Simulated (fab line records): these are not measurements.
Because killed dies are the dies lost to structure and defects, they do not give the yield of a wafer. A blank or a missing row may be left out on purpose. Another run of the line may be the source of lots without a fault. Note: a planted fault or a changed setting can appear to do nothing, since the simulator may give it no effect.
Matching of chambers + flow gf180mcu + 4 sister chambers for GF_STI_CMP_25 on cmp-02
The step polishes, stops on Si3N4, t overpolish 33 s, target thk 524.6 nm. 16 wafers are shown with their chamber, then 8 later ones without.

== WAFERS, EACH WITH ITS CHAMBER ==
| wafer  | chamber | motor current A (A) | time to endpoint s (s) | platen rpm (rpm) |
|--------|---------|---------------------|------------------------|------------------|
| L182.3 | 0       | 12.5                | 121                    | 59.97            |
| L182.4 | 2       | 12.0                | 116                    | 60.04            |
| L182.6 | 2       | 12.2                | 121                    | 60.03            |
| L183.1 | 2       | 12.4                | 116                    | 60.02            |
| L183.2 | 1       | 11.1                | 124                    | 59.99            |
| L183.3 | 0       | 12.9                | 122                    | 59.98            |
| L187.4 | 0       | 12.5                | 126                    | 60.01            |
| L187.5 | 1       | 11.6                | 130                    | 60.00            |
| L187.6 | 2       | 12.1                | 123                    | 60.03            |
| L188.2 | 1       | 11.5                | 124                    | 60.05            |
| L188.4 | 2       | 12.5                | 118                    | 60.01            |
| L188.5 | 3       | 13.4                | 121                    | 60.04            |
| L192.1 | 0       | 12.7                | 123                    | 59.97            |
| L192.4 | 1       | 11.7                | 127                    | 59.93            |
| L192.5 | 3       | 13.6                | 123                    | 59.96            |
| L197.2 | 0       | 12.7                | 122                    | 60.02            |

SIGNATURES, as means of the wafers listed above
| reading            | chamber 0 | chamber 1 | chamber 2 | chamber 3 | scatter within a chamber |
|--------------------|-----------|-----------|-----------|-----------|--------------------------|
| motor current A    | 12.660    | 11.475    | 12.240    | 13.500    | 0.206                    |
| time to endpoint s | 122.80    | 126.25    | 118.80    | 122.00    | 2.59                     |
| platen rpm         | 59.9900   | 59.9925   | 60.0260   | 60.0000   | 0.0332                   |
Rule: a wafer's distance from a chamber is the root of the sum, over the readings, of the square of ((its reading less the chamber's mean) divided by the reading's scatter). If the next closest chamber is less than 2 further off than the closest, the wafer can't be placed; otherwise it belongs to the closest. The scatter is the square root of a quotient: the sum, over the shown wafers, of each reading's squared deviation from its chamber's mean, divided by wafers minus chambers.

== WAFERS WITH NO CHAMBER GIVEN ==
| wafer  | motor current A (A) | time to endpoint s (s) | platen rpm (rpm) |
|--------|---------------------|------------------------|------------------|
| L197.4 | 13.4                | 120                    | 60.03            |
| L197.5 | 12.3                | 117                    | 60.02            |
| L198.1 | 12.2                | 123                    | 59.98            |
| L198.4 | 13.4                | 120                    | 60.02            |
| L198.5 | 11.8                | 122                    | 60.03            |
| L204.2 | 13.9                | 123                    | 60.01            |
| L204.4 | 12.7                | 119                    | 59.97            |
| L204.5 | 12.8                | 121                    | 60.00            |

== CHAMBER TAKEN BY EACH ==
| wafer  | from the rows above          | in truth |
|--------|------------------------------|----------|
| L197.4 | 3                            | 3        |
| L197.5 | 2                            | 2        |
| L198.1 | can't be placed: 2 or 0 or 1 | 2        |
| L198.4 | 3                            | 3        |
| L198.5 | can't be placed: 2 or 1 or 0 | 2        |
| L204.2 | 3                            | 3        |
| L204.4 | can't be placed: 0 or 2      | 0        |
| L204.5 | can't be placed: 0 or 2      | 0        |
4 of 8 placed correctly. From these rows, 4 cannot be placed; in 4 the true chamber is one of the candidates. Placed wrongly: 0.
